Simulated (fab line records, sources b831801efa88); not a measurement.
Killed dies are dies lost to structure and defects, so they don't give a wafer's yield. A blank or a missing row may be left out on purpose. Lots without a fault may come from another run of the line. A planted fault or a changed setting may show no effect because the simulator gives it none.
fab line records | flow gf180mcu | part 1 of 2: steps 1 to 27 of 28
record lots=7 wafers=21 last_day=34
route steps=602 shown VT_IMPLANT@131 MVSD@136 NWELL@137 LVPWELL@138 MVPSD@139 DUAL_GATE@141 POLY_GATE@157 PASSIVATION@602
lots that met no fault: from a run of the same line without faults
start_h: hours from the record's first day to the start of the lot's first wafer shown | wait_h: hours since the lot's step before | " the same as in the row above | L1.1+2: a row that stands for several wafers | - no value, or no start given | * or withheld: withheld | < > ~ a bound
route shown NAME@n: a module of which the file shows steps, and the number in the route of the first | usual: mean/standard deviation of fault-free wafers | same: alike in all rows | chamber/n: place in a boat | sites: the reading at each site | _std_site: their standard deviation | _edge_site: outer sites' mean less inner sites' | radius_mm: how far each site lies from the wafer's centre | mask NAME#n: copy n | behind: the tool/chamber that last shaped the wafer | hold: why the lot was held/for how many hours/how that ended | device: the transistor (n, p or np) that didn't switch | end of line: the same wafers' tests at the end of the route | a step without rows: its recipe alone | killed: dies lost to structure and defects at the first sort, not the wafer's yield | map: a wafer's dies, x killed, . not, _ none there
set.NAME: the setting as run; set.NAME@STEP: as run at that earlier step | model.NAME: the simulator's own value behind a step, which no gauge read
lots at some steps of the route; a table a step, a row a wafer
services: from which hour (start_h, from the record's first day; less than 0 if before it) a tool's chamber was out of use, for how many hours, and why
## steps
# step GF_VT_IMPLANT_IMPLANT_41
# recipe species=As energy_kev=70 dose_cm2=1.013e+12 tilt_deg=7
# step GF_VT_IMPLANT_STRIP_42
# recipe chemistry=O2/N2 power_w=1400 pressure_mtorr=1500 platen_temp_c=250 o2_flow_sccm=3000 n2_flow_sccm=300 overash_fraction=0.5
# usual chamber_pressure_mTorr=1499.9/1.3 drypump_motor_current_A=5.75/0.27 heater_power_w=325/25 o2_flow_sccm=3000/8.5 oes_product_au=0.716/0.0048 strip_time_to_endpoint_s=12.62/0.042
# same overash_fraction=0.5
# columns lot.wafer tool chamber start_h wait_h chamber_pressure_mTorr drypump_motor_current_A heater_power_w o2_flow_sccm oes_product_au rf_hours_counter_h strip_time_to_endpoint_s
L339.1 plasma_asher-03 0 166.95 0.1 1501.3 5.79 318 3002 0.709 48 12.55
L339.5 " 0 " " 1498.7 5.79 322 2989 0.716 - 12.55
L339.6 " 1 " " 1499.6 5.84 366 2991 0.716 - 12.55
L345.1 plasma_asher-03 1 192.30 0.1 1499.8 5.83 368 3004 0.719 51 12.56
L345.5 " 0 " " 1500.6 5.80 321 2993 0.720 - 12.58
L345.6 " 1 " " 1501.7 5.87 351 3009 0.711 - 12.52
L352.1 plasma_asher-02 1 235.31 0.1 1501.0 5.19 290 3018 0.722 13 12.64
L352.5 " 1 " " 1501.0 5.18 285 3011 0.726 - 12.65
L352.6 " 0 " " 1500.1 6.15 320 3003 0.719 - 12.61
L353.3 plasma_asher-04 0 245.53 0.1 1499.1 5.80 318 2995 0.716 - 12.64
L353.4 " 1 " " 1496.8 5.72 350 2989 0.721 - 12.65
L353.5 " 1 " " 1501.4 5.72 345 3003 0.713 - 12.69
L354.1 plasma_asher-03 1 248.91 0.1 1500.0 5.84 364 2996 0.724 57 12.64
L354.4 " 0 " " 1500.6 5.78 313 2998 0.713 - 12.65
L354.6 " 0 " " 1500.9 5.81 315 2996 0.708 - 12.63
L360.2 plasma_asher-04 0 288.21 0.1 1500.6 5.81 309 2984 0.719 52 12.71
L360.4 " 1 " " 1499.3 5.69 345 3003 0.718 - 12.71
L360.6 " 0 " " 1502.4 5.82 309 3003 0.713 - 12.69
L361.1 plasma_asher-04 1 295.90 0.1 1497.6 5.71 338 2997 0.718 53 12.64
L361.2 " 0 " " 1501.5 5.81 311 2991 0.710 53 12.63
L361.5 " 0 " " 1501.5 5.76 309 3000 0.719 - 12.68
# step GF_VT_IMPLANT_TW_MEAS_43
# usual VT_IMPLANT_4_TW=687/5
# columns lot.wafer tool chamber start_h wait_h VT_IMPLANT_4_TW
L339.1 film_metro-04 - 167.05 0.1 693
L339.5 " - " " 692
L339.6 " - " " 698
L345.1 film_metro-03 - 192.40 0.1 682
L345.5 " - " " 686
L345.6 " - " " 686
L352.1 film_metro-03 - 235.41 0.1 679
L352.5 " - " " 681
L352.6 " - " " 682
L353.3 film_metro-01 - 245.62 0.1 692
L353.4 " - " " 692
L353.5 " - " " 699
L354.1 film_metro-04 - 249.01 0.1 688
L354.4 " - " " 683
L354.6 " - " " 686
L360.2 film_metro-03 - 288.32 0.1 686
L360.4 " - " " 683
L360.6 " - " " 686
L361.1 film_metro-04 - 296.00 0.1 688
L361.2 " - " " 688
L361.5 " - " " 688
# step GF_VT_IMPLANT_CLEAN_44
# recipe chemistry=SC1/SC2 mix=1:4:20 temp_c=70 time_s=150 dry=n2_spin
# step GF_VT_IMPLANT_RTA_45
# recipe temp_c=1050 time_s=30 ambient=N2
# usual lamp_power_pct=35.2/1.1 wafer_temp_C_max=1054.7/1.1
# columns lot.wafer tool chamber start_h wait_h lamp_power_pct wafer_temp_C_max
L339.1 rtp_anneal-01 0 167.16 0.0 34.2 1054.7
L339.5 " 0 " " 34.2 1055.9
L339.6 " 0 " " 34.2 1054.8
L345.1 rtp_anneal-02 0 192.51 0.0 36.5 1053.1
L345.5 " 0 " " 36.4 1053.6
L345.6 " 0 " " 36.5 1054.2
L352.1 rtp_anneal-01 0 235.57 0.0 34.3 1055.6
L352.5 " 0 " " 34.2 1055.7
L352.6 " 0 " " 34.2 1054.9
L353.3 rtp_anneal-01 0 245.74 0.0 34.2 1056.6
L353.4 " 0 " " 34.2 1056.7
L353.5 " 0 " " 34.3 1055.4
L354.1 rtp_anneal-01 0 249.12 0.0 34.2 1056.6
L354.4 " 0 " " 34.2 1055.4
L354.6 " 0 " " 34.2 1055.8
L360.2 rtp_anneal-02 0 288.45 0.0 36.4 1053.4
L360.4 " 0 " " 36.5 1054.6
L360.6 " 0 " " 36.5 1053.6
L361.1 rtp_anneal-02 0 296.11 0.0 36.4 1052.9
L361.2 " 0 " " 36.5 1053.7
L361.5 " 0 " " 36.5 1053.3
# step GF_VT_IMPLANT_RS_MEAS_46
# recipe thk_meas_gauge=four-point-probe
# usual MVSD_RS=456.5/1.1
# columns lot.wafer tool chamber start_h wait_h MVSD_RS[ohm/sq]
L339.1 film_metro-02 - 167.26 0.1 456.2
L339.5 " - " " 456.7
L339.6 " - " " 457.2
L345.1 film_metro-04 - 192.71 0.2 456.5
L345.5 " - " " 457.1
L345.6 " - " " 456.7
L352.1 film_metro-01 - 235.67 0.1 458.4
L352.5 " - " " 458.6
L352.6 " - " " 458.7
L353.3 film_metro-01 - 245.85 0.1 457.7
L353.4 " - " " 456.9
L353.5 " - " " 457.4
L354.1 film_metro-02 - 249.22 0.1 456.6
L354.4 " - " " 456.8
L354.6 " - " " 456.3
L360.2 film_metro-01 - 288.64 0.2 455.6
L360.4 " - " " 456.4
L360.6 " - " " 456.3
L361.1 film_metro-01 - 296.31 0.2 457.6
L361.2 " - " " 457.7
L361.5 " - " " 457.7
# step GF_VT_IMPLANT_RS_MEAS_47
# recipe thk_meas_gauge=four-point-probe
# usual NWELL_RS=487.7/1.3
# columns lot.wafer tool chamber start_h wait_h NWELL_RS[ohm/sq]
L339.1 film_metro-02 - 167.38 0.1 488.9
L339.5 " - " " 488.2
L339.6 " - " " 488.9
L345.1 film_metro-04 - 192.83 0.1 488.0
L345.5 " - " " 487.0
L345.6 " - " " 488.2
L352.1 film_metro-01 - 235.79 0.1 488.3
L352.5 " - " " 487.7
L352.6 " - " " 488.2
L353.3 film_metro-01 - 245.97 0.1 485.6
L353.4 " - " " 485.0
L353.5 " - " " 485.2
L354.1 film_metro-02 - 249.34 0.1 488.5
L354.4 " - " " 488.6
L354.6 " - " " 488.7
L360.2 film_metro-01 - 288.76 0.1 487.8
L360.4 " - " " 488.3
L360.6 " - " " 486.9
L361.1 film_metro-01 - 296.43 0.1 490.1
L361.2 " - " " 490.2
L361.5 " - " " 489.4
# step GF_VT_IMPLANT_RS_MEAS_48
# recipe thk_meas_gauge=four-point-probe
# usual LVPWELL_RS=1197/3.2
# columns lot.wafer tool chamber start_h wait_h LVPWELL_RS[ohm/sq]
L339.1 film_metro-02 - 167.50 0.1 1189
L339.5 " - " " 1189
L339.6 " - " " 1195
L345.1 film_metro-04 - 192.95 0.1 1196
L345.5 " - " " 1200
L345.6 " - " " 1198
L352.1 film_metro-01 - 235.91 0.1 1195
L352.5 " - " " 1197
L352.6 " - " " 1194
L353.3 film_metro-01 - 246.09 0.1 1197
L353.4 " - " " 1198
L353.5 " - " " 1197
L354.1 film_metro-02 - 249.46 0.1 1194
L354.4 " - " " 1197
L354.6 " - " " 1196
L360.2 film_metro-01 - 288.88 0.1 1191
L360.4 " - " " 1193
L360.6 " - " " 1190
L361.1 film_metro-01 - 296.55 0.1 1199
L361.2 " - " " 1199
L361.5 " - " " 1198
# step GF_VT_IMPLANT_RS_MEAS_49
# recipe thk_meas_gauge=four-point-probe
# usual MVPSD_RS=1169/3
# columns lot.wafer tool chamber start_h wait_h MVPSD_RS[ohm/sq]
L339.1 film_metro-02 - 167.62 0.1 1168
L339.5 " - " " 1171
L339.6 " - " " 1168
L345.1 film_metro-04 - 193.07 0.1 1165
L345.5 " - " " 1167
L345.6 " - " " 1164
L352.1 film_metro-01 - 236.03 0.1 1167
L352.5 " - " " 1166
L352.6 " - " " 1169
L353.3 film_metro-01 - 246.21 0.1 1168
L353.4 " - " " 1170
L353.5 " - " " 1167
L354.1 film_metro-02 - 249.58 0.1 1165
L354.4 " - " " 1165
L354.6 " - " " 1166
L360.2 film_metro-01 - 289.00 0.1 1174
L360.4 " - " " 1174
L360.6 " - " " 1172
L361.1 film_metro-01 - 296.67 0.1 1170
L361.2 " - " " 1173
L361.5 " - " " 1171
# step GF_VT_IMPLANT_WET_ETCH_50
# recipe chemistry=dHF target_depth_nm=20 target=SiO2 temp_c=25 dilution=100:1 time_s=400
# step GF_DUAL_GATE_CLEAN_00
# recipe chemistry=SC1/SC2 mix=1:4:20 temp_c=70 time_s=150
# step GF_DUAL_GATE_CLEAN_01
# recipe chemistry=dHF time_s=20 dilution=100:1 dry=ipa_marangoni
# step GF_DUAL_GATE_OXIDATION_02
# recipe temp_c=900 ambient=O2 stabilise_s=600 purge_s=300 target_thk_a=108.87 ox_time_s=1602
# usual spike_tc_bottom_C=918/4.1 spike_tc_centre_C=900.6/0.96 spike_tc_lower_C=900.8/1.5 spike_tc_top_C=911.6/1.2 spike_tc_upper_C=900.3/1.1 zone_power_upper_pct=18.4/0.76
# columns lot.wafer tool chamber start_h wait_h spike_tc_bottom_C spike_tc_centre_C spike_tc_lower_C spike_tc_top_C spike_tc_upper_C zone_power_upper_pct model.SiO2_of_DUAL_GATE_OXIDATION_02.thk_nm
L339.1 furnace-02 0 167.93 0.0 924 900.1 900.5 912.4 900.2 19.3 10.91
L339.5 " 0 " " 922 899.0 900.3 912.1 901.7 19.4 10.88
L339.6 " 0 " " 923 902.2 898.8 913.8 901.1 19.4 10.78
L345.1 furnace-01 0 194.57 1.2 916 901.1 902.1 913.3 899.9 17.5 10.97
L345.5 " 0 " " 916 901.5 901.2 911.8 901.0 17.8 10.97
L345.6 " 0 " " 914 901.5 900.7 910.7 899.7 18.1 10.95
L352.1 furnace-02 0 239.12 2.8 932 908.1 907.2 921.4 909.7 20.0 11.94
L352.5 " 0 " " 931 907.5 909.6 921.4 908.0 19.6 11.86
L352.6 " 0 " " 932 907.4 908.2 920.0 908.6 19.5 12.02
L353.3 furnace-02 0 252.86 6.4 933 910.6 906.4 920.9 907.7 19.8 12.11
L353.4 " 0 " " 932 910.0 908.6 920.8 908.9 19.9 12.1
L353.5 " 0 " " 934 908.5 907.7 921.5 909.7 19.7 12.42
L354.1 furnace-02 0 252.86 3.0 932 907.4 908.3 921.4 908.0 19.8 12.44
L354.4 " 0 " " 934 908.0 909.4 920.8 907.2 19.7 12.33
L354.6 " 0 " " 933 908.4 908.3 921.3 907.9 19.7 12.28
L360.2 furnace-01 0 290.43 1.1 915 900.6 901.7 910.5 899.8 17.7 10.73
L360.4 " 0 " " 916 900.2 902.0 912.9 901.0 17.8 10.71
L360.6 " 0 " " 916 900.4 901.7 912.5 901.3 17.8 11.11
L361.1 furnace-01 0 301.36 4.4 917 900.3 902.2 910.3 901.2 18.0 10.82
L361.2 " 0 " " 915 900.3 901.2 911.0 901.9 18.0 10.79
L361.5 " 0 " " 916 902.3 901.4 912.2 900.3 17.8 10.72
# step GF_DUAL_GATE_THK_MEAS_03
# recipe reads=SiO2_of_DUAL_GATE_OXIDATION_02
# usual DUAL_GATE_OXIDATION_00_THK=10.87/0.22
# columns lot.wafer tool chamber start_h wait_h DUAL_GATE_OXIDATION_00_THK[nm]
L339.1 film_metro-02 - 169.37 0.0 10.89
L339.5 " - " " 10.87
L339.6 " - " " 10.78
L345.1 film_metro-02 - 196.02 0.0 10.99
L345.5 " - " " 11.00
L345.6 " - " " 10.89
L352.1 film_metro-02 - 240.56 0.0 11.94
L352.5 " - " " 11.89
L352.6 " - " " 12.01
L354.1 film_metro-01 - 254.30 0.0 12.46
L354.4 " - " " 12.35
L354.6 " - " " 12.33
L353.3 film_metro-03 - 254.32 0.0 12.07
L353.4 " - " " 12.14
L353.5 " - " " 12.41
L360.2 film_metro-02 - 291.88 0.0 10.77
L360.4 " - " " 10.67
L360.6 " - " " 11.12
L361.1 film_metro-01 - 302.81 0.0 10.78
L361.2 " - " " 10.79
L361.5 " - " " 10.71
# step GF_DUAL_GATE_DEHYDRATE_04
# recipe temp_c=200 time_s=60
# step GF_DUAL_GATE_HMDS_05
# recipe prime_time_s=60 prime_temp_c=120
# step GF_DUAL_GATE_COAT_06
# recipe resist=NOVOLAK spin_rpm=3000 resist_thk_nm=1000
# step GF_DUAL_GATE_SOFTBAKE_07
# recipe temp_c=90 time_s=60 resist=NOVOLAK
# step GF_DUAL_GATE_EXPOSE_08
# recipe mask_id=Dualgate target_cd_nm=700 na=0.6 source_shape=conventional sigma_outer=0.6 dose_mj=140
# step GF_DUAL_GATE_PEB_09
# recipe temp_c=withheld time_s=* resist=NOVOLAK
# step GF_DUAL_GATE_DEVELOP_10
# recipe develop_time_s=60 dev_temp_c=23
# step GF_DUAL_GATE_OVL_MEAS_11
# usual DUAL_GATE_OVL=0.7/1.9
# columns lot.wafer tool chamber start_h wait_h DUAL_GATE_OVL[nm]
L339.1 overlay-01 - 179.88 0.1 2.7
L339.5 " - " " -0.6
L339.6 " - " " -0.6
L345.1 overlay-02 - 212.88 0.1 0.9
L345.5 " - " " -0.3
L345.6 " - " " 0.9
L352.1 overlay-01 - 258.50 0.1 3.3
L352.5 " - " " 3.3
L352.6 " - " " 2.9
L353.3 overlay-02 - 273.04 0.1 3.3
L353.4 " - " " 1.3
L353.5 " - " " 2.9
L354.1 overlay-02 - 273.51 0.1 2.3
L354.4 " - " " 1.6
L354.6 " - " " 1.2
L360.2 overlay-01 - 311.16 0.1 2.1
L360.4 " - " " 2.4
L360.6 " - " " 3.9
L361.1 overlay-02 - 322.70 0.1 -0.7
L361.2 " - " " -1.1
L361.5 " - " " 0.7
# step GF_DUAL_GATE_WET_ETCH_12
# recipe chemistry=dHF target_depth_nm=13 dry=n2_spin target=SiO2 temp_c=25 dilution=100:1 time_s=260
# step GF_DUAL_GATE_STRIP_13
# recipe chemistry=O2/N2 power_w=1400 pressure_mtorr=1500 platen_temp_c=250 o2_flow_sccm=3000 n2_flow_sccm=300 overash_fraction=0.5
# usual chamber_pressure_mTorr=1500.0/1.5 drypump_motor_current_A=5.77/0.095 heater_power_w=355/27 o2_flow_sccm=2998/9.8 oes_product_au=0.715/0.0047 strip_time_to_endpoint_s=12.64/0.034
# same overash_fraction=0.5
# columns lot.wafer tool chamber start_h wait_h chamber_pressure_mTorr drypump_motor_current_A heater_power_w o2_flow_sccm oes_product_au rf_hours_counter_h strip_time_to_endpoint_s
L339.1 plasma_asher-01 0 180.00 0.0 1503.1 5.86 362 2995 0.708 47 12.65
L339.5 " 0 " " 1499.4 5.87 372 2985 0.717 - 12.67
L339.6 " 1 " " 1499.9 5.67 379 2983 0.708 - 12.63
L345.1 plasma_asher-03 1 213.01 0.0 1499.1 5.84 372 2988 0.711 53 12.57
L345.5 " 1 " " 1496.7 5.86 358 2997 0.716 - 12.63
L345.6 " 0 " " 1500.6 5.78 307 3007 0.721 - 12.62
L352.1 plasma_asher-01 0 258.62 0.0 1503.2 5.89 361 2989 0.724 54 12.68
L352.5 " 1 " " 1500.4 5.65 386 2997 0.718 - 12.67
L352.6 " 0 " " 1499.3 5.88 363 2986 0.715 - 12.68
L353.3 plasma_asher-03 1 273.18 0.0 1502.4 5.85 357 3001 0.714 - 12.71
L353.4 " 0 " " 1500.6 5.79 326 2987 0.712 - 12.68
L353.5 " 1 " " 1500.9 5.86 362 2998 0.714 - 12.70
L354.1 plasma_asher-04 0 273.65 0.0 1499.3 5.77 310 2994 0.712 50 12.61
L354.4 " 0 " " 1501.2 5.78 315 2991 0.718 - 12.65
L354.6 " 0 " " 1500.1 5.79 319 2984 0.717 - 12.68
L360.2 plasma_asher-01 1 311.27 0.0 1501.0 5.66 387 3009 0.700 60 12.68
L360.4 " 1 " " 1497.7 5.64 378 3014 0.711 - 12.70
L360.6 " 0 " " 1502.1 5.87 364 2998 0.708 - 12.63
L361.1 plasma_asher-04 1 322.85 0.0 1499.7 5.71 339 3003 0.714 56 12.64
L361.2 " 0 " " 1501.7 5.80 308 2981 0.712 56 12.63
L361.5 " 1 " " 1499.9 5.70 345 3012 0.716 - 12.60
# step GF_DUAL_GATE_CLEAN_14
# recipe chemistry=SC1/SC2 mix=1:4:20 temp_c=70 time_s=150 dry=n2_spin
# step GF_DUAL_GATE_OXIDATION_15
# recipe temp_c=850 ambient=O2 stabilise_s=600 purge_s=300 target_thk_a=70.98 ox_time_s=1995
# usual spike_tc_bottom_C=870/4.3 spike_tc_centre_C=850.7/0.98 spike_tc_lower_C=850.5/1.5 spike_tc_top_C=862.7/1.2 spike_tc_upper_C=850.4/1 zone_power_upper_pct=16.5/0.68
# columns lot.wafer tool chamber start_h wait_h spike_tc_bottom_C spike_tc_centre_C spike_tc_lower_C spike_tc_top_C spike_tc_upper_C zone_power_upper_pct model.SiO2_of_DUAL_GATE_OXIDATION_02.thk_nm
L339.1 furnace-02 0 182.23 2.1 875 850.2 848.7 861.1 850.6 17.4 14.54
L339.5 " 0 " " 873 848.9 849.4 861.9 851.1 17.3 14.54
L339.6 " 0 " " 875 851.6 850.4 863.1 850.4 17.2 14.4
L345.1 furnace-01 0 213.16 0.0 864 849.7 850.8 862.3 850.3 16.0 14.47
L345.5 " 0 " " 866 850.5 851.8 860.6 848.2 15.8 14.53
L345.6 " 0 " " 864 852.1 850.7 862.4 851.2 16.0 14.49
L352.1 furnace-02 0 259.47 0.7 874 850.0 851.0 862.8 851.2 17.2 15.45
L352.5 " 0 " " 873 850.7 851.5 864.0 850.9 17.2 15.32
L352.6 " 0 " " 875 850.7 848.6 863.3 849.7 17.1 15.46
L353.3 furnace-02 0 273.30 0.0 874 850.0 848.7 864.8 851.3 17.4 15.66
L353.4 " 0 " " 873 849.7 849.6 861.7 850.7 17.3 15.59
L353.5 " 0 " " 873 850.2 851.0 865.5 850.4 16.8 15.84
L354.1 furnace-01 0 274.19 0.4 867 851.1 851.3 862.2 849.5 15.9 15.76
L354.4 " 0 " " 866 850.1 852.3 862.6 851.6 16.0 15.71
L354.6 " 0 " " 866 849.8 851.4 861.5 848.9 15.9 15.58
L360.2 furnace-01 0 317.64 6.2 865 851.5 851.4 863.5 850.6 15.8 14.36
L360.4 " 0 " " 866 851.5 850.5 863.6 851.0 15.7 14.23
L360.6 " 0 " " 867 851.1 851.9 864.2 849.3 15.6 14.64
L361.1 furnace-01 0 328.32 5.3 865 849.4 854.4 862.2 850.6 16.0 14.44
L361.2 " 0 " " 866 851.2 851.3 860.5 851.0 16.0 14.31
L361.5 " 0 " " 867 850.4 851.6 860.6 849.8 16.2 14.3
# step GF_POLY_GATE_CVD_00
# recipe material=poly-Si target_thk_nm=200 temp_c=620 time_s=1200 pressure_mtorr=200
## key
first_sign step=GF_DUAL_GATE_OXIDATION_02 reading=spike_tc_top_C direction=up sigmas=8.2 usual=911.6 struck=921.1
effect step=GF_DUAL_GATE_OXIDATION_02 reading=spike_tc_centre_C direction=up sigmas=8.2 usual=900.6 struck=908.4
effect step=GF_DUAL_GATE_THK_MEAS_03 reading=DUAL_GATE_OXIDATION_00_THK direction=up sigmas=5.9 usual=10.87 struck=12.18
model_effect step=GF_DUAL_GATE_OXIDATION_02 value=SiO2_of_DUAL_GATE_OXIDATION_02.thk_nm without=11.09 struck=12.17
model_effect step=GF_DUAL_GATE_OXIDATION_15 value=SiO2_of_DUAL_GATE_OXIDATION_02.thk_nm without=14.68 struck=15.6
model_effect step=GF_PASSIVATION_PROBE_99 value=etest.ldpmos_10p0.r_on_ohm_um without=1.12e+04 struck=1.155e+04
met_at GF_DUAL_GATE_OXIDATION_02
struck_wafers L352.1,L352.5,L352.6,L353.3,L353.4,L353.5,L354.1,L354.4,L354.6
tester_left_out L352,L353,L354
onset_between 167.93 239.12
fault kind=process_parameter_drift tool=furnace-02 chamber=- onset_h=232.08 steps=GF_DUAL_GATE_OXIDATION_02 channel=temp_c offset=* shape=step end_h=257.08 acts_in=* stated=*
# tester_left_out: of these lots the tester's yield and bins aren't shown, on N5 and GAA mostly nor the transistor test; their killed dies are dies lost to structure and defects alone, not to doping, threshold or leakage, so they don't give the yield
